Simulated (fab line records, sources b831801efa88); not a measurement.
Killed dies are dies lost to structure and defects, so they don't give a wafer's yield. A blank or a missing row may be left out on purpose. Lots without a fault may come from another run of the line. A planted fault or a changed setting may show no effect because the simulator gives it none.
Chamber matching | flow sky130 | SKY_VIA3_ETCH_14 on rie_diel-02: 4 sister chambers
The step etches BARC in N2/H2, stops on SiO2, time 45.9 s, target depth 60 nm. 16 wafers are shown with their chamber, then 8 later ones without.

WAFERS WITH THEIR CHAMBER
wafer  | chamber | drypump_motor_current_A (A) | bias_w (W) | chamber_pressure_mTorr (mTorr)
L140.3 | 0       | 6.3                         | 99.67      | 30.010
L140.5 | 1       | 5.6                         | 100.02     | 29.998
L140.6 | 0       | 6.3                         | 100.53     | 29.986
L149.2 | 2       | 5.5                         | 99.48      | 30.036
L149.3 | 1       | 5.5                         | 100.08     | 30.020
L149.6 | 2       | 5.5                         | 100.01     | 30.010
L155.1 | 0       | 6.3                         | 99.79      | 29.981
L155.2 | 2       | 5.5                         | 100.02     | 29.967
L155.3 | 1       | 5.5                         | 100.11     | 29.982
L157.1 | 2       | 5.5                         | 100.16     | 29.955
L157.5 | 0       | 6.3                         | 100.08     | 30.023
L157.6 | 1       | 5.6                         | 99.72      | 30.012
L158.2 | 1       | 5.6                         | 100.27     | 29.980
L158.4 | 0       | 6.3                         | 100.06     | 29.999
L158.5 | 3       | 6.8                         | 100.54     | 29.961
L159.1 | 3       | 6.8                         | 100.34     | 29.974

SIGNATURES (means of the wafers above)
reading                 | chamber 0 | chamber 1 | chamber 2 | chamber 3 | scatter within a chamber
drypump_motor_current_A | 6.300     | 5.560     | 5.500     | 6.800     | 0.0316
bias_w                  | 100.0260  | 100.0400  | 99.9175   | 100.4400  | 0.273
chamber_pressure_mTorr  | 29.99980  | 29.99840  | 29.99200  | 29.96750  | 0.0238
Rule: a wafer's distance from a chamber is the root of the sum, over the readings, of the square of ((its reading less the chamber's mean) divided by the reading's scatter). The wafer belongs to the nearest chamber; if the next one is less than 2 further off, it can't be placed. The scatter: the root of (the sum of the squares of (reading less its chamber's mean) over the shown wafers, divided by (wafers less chambers)).

WAFERS WITHOUT THEIR CHAMBER
wafer  | drypump_motor_current_A (A) | bias_w (W) | chamber_pressure_mTorr (mTorr)
L159.2 | 5.5                         | 100.23     | 30.000
L159.6 | 5.5                         | 99.49      | 30.008
L160.1 | 5.5                         | 99.97      | 30.007
L160.5 | 6.3                         | 100.26     | 29.976
L160.6 | 5.5                         | 99.51      | 30.015
L163.4 | 5.5                         | 100.07     | 29.979
L163.5 | 6.8                         | 100.50     | 29.955
L163.6 | 5.5                         | 100.06     | 30.045

WHICH CHAMBER EACH WENT THROUGH
wafer  | from the rows above     | in truth
L159.2 | can't be placed: 2 or 1 | 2
L159.6 | can't be placed: 2 or 1 | 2
L160.1 | can't be placed: 2 or 1 | 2
L160.5 | 0                       | 0
L160.6 | can't be placed: 2 or 1 | 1
L163.4 | can't be placed: 2 or 1 | 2
L163.5 | 3                       | 3
L163.6 | can't be placed: 2 or 1 | 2
Placed correctly: 2 of 8. Can't be placed from these rows: 6 (the true chamber is among the candidates in 6). Placed wrongly: 0.
